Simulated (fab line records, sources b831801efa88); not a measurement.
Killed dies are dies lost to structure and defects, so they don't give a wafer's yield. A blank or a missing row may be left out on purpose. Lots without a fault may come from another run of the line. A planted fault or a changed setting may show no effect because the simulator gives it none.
One fault seen from 2 desks | flow sky130 | each desk has only its own numbers; what lay behind them comes last

THE METROLOGY DESK
What the gauges read, lot by lot, whatever tool the lot ran on: means of the sampled wafers that have a number. A lot is out of limits, marked OUT, if its mean lies more than 4 standard deviations from the usual mean; the brackets give that distance.
Columns: A = LI_CONTACT_BOW at SKY_LI_CONTACT_BOW_MEAS_03, usual 55 um; B = LI_CONTACT_W_RS at SKY_LI_CONTACT_RS_MEAS_22, usual 0.2852 ohm/sq
lot  | first seen here | A  | B
L769 | day 28 11:08    | 55 | 0.2826
L770 | day 28 20:20    | 54 | 0.2859
L771 | day 29 10:56    | 53 | 0.2822
L773 | day 30 06:41    | 53 | 0.2858
L774 | day 30 09:23    | 48 | 0.2870
L775 | day 30 16:36    | 54 | 0.2847
L776 | day 31 07:07    | 56 | 0.2817
L777 | day 31 16:13    | 51 | 0.2823
L778 | day 31 18:25    | 57 | 0.2868
L781 | day 32 17:53    | 44 | 0.2898
L785 | day 34 01:19    | 54 | 0.2867
This desk's finding: nothing out of limits on any of the 11 lots.

THE TOOL OWNER'S DESK: rie_diel-01
The tool's own readings at SKY_SPACER_ETCHBACK_02 (etches Si3N4 in CH3F/O2, stops on SiO2, time 46.7 s, target depth 45 nm): means of the sampled wafers that have a number, for each lot that ran on this tool. A lot is out of limits, marked OUT, if its mean lies more than 4 standard deviations from the usual mean; the brackets give that distance.
Columns: A = drypump_motor_current_A at SKY_SPACER_ETCHBACK_02, usual 6.0 A; B = oes_product_au at SKY_SPACER_ETCHBACK_02, usual 0.853 a.u.; C = rf_fwd_power_W at SKY_SPACER_ETCHBACK_02, usual 395.9 W; D = throttle_valve_pct at SKY_SPACER_ETCHBACK_02, usual 10.562 %
lot  | first seen here | A   | B     | C     | D
L769 | day 23 12:03    | 5.6 | 0.860 | 393.3 | 10.559
L770 | day 23 20:39    | 5.7 | 0.850 | 396.1 | 10.562
L777 | day 26 20:55    | 6.3 | 0.845 | 395.7 | 10.557
L781 | day 28 01:04    | 6.3 | 0.853 | 395.1 | 10.562
L785 | day 29 10:15    | 5.8 | 0.848 | 394.9 | 10.553
This desk's finding: nothing out of limits on any of the 5 lots.

PUT TOGETHER
The metrology desk saw nothing out of limits.
The tool owner's desk saw nothing out of limits.

WHAT THE SIMULATOR HAD PUT IN
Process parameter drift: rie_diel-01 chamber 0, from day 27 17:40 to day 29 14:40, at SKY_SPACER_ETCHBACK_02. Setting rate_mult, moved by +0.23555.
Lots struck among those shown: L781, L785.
